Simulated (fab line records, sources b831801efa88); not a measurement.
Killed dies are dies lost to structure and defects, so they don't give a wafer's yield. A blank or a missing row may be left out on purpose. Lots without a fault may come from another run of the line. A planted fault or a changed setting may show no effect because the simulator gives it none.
Chamber matching | flow gf180mcu | GF_V5_CVD_02 on pecvd-03: 3 sister chambers
The step deposits SiO2 from TEOS, target thk 1450 nm, time 163.28 s. 3 wafers are shown with their chamber, then 10 later ones without.

WAFERS WITH THEIR CHAMBER
wafer  | chamber | heater_power_w (W)
L094.2 | 1       | 669
L094.4 | 0       | 676
L094.5 | 2       | 596

WAFERS WITHOUT THEIR CHAMBER
wafer  | heater_power_w (W)
L094.6 | 766
L095.1 | 824
L095.3 | 771
L095.6 | 691
L096.1 | 749
L096.2 | 682
L096.3 | 829
L096.4 | 663
L096.5 | 758
L096.6 | 582

WHICH CHAMBER EACH WENT THROUGH
wafer  | from the rows above          | in truth
L094.6 | can't be placed: 0 or 1 or 2 | 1
L095.1 | can't be placed: 0 or 1 or 2 | 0
L095.3 | can't be placed: 0 or 1 or 2 | 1
L095.6 | can't be placed: 0 or 1 or 2 | 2
L096.1 | can't be placed: 0 or 1 or 2 | 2
L096.2 | can't be placed: 0 or 1 or 2 | 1
L096.3 | can't be placed: 0 or 1 or 2 | 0
L096.4 | can't be placed: 1 or 0 or 2 | 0
L096.5 | can't be placed: 0 or 1 or 2 | 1
L096.6 | can't be placed: 2 or 1 or 0 | 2
Placed correctly: 0 of 10. Can't be placed from these rows: 10 (the true chamber is among the candidates in 10). Placed wrongly: 0.
How it was worked out, from the rows above alone: a wafer's distance from a chamber is the root of the sum, over the readings, of the square of ((its reading less the chamber's mean) divided by the reading's scatter). The wafer belongs to the nearest chamber; if the next one is less than 2 further off, it can't be placed. A chamber's mean is the mean of its shown wafers. The scatter: with one shown wafer a chamber, the root of the mean of the squares of how far each hidden wafer lies from its nearest shown one.
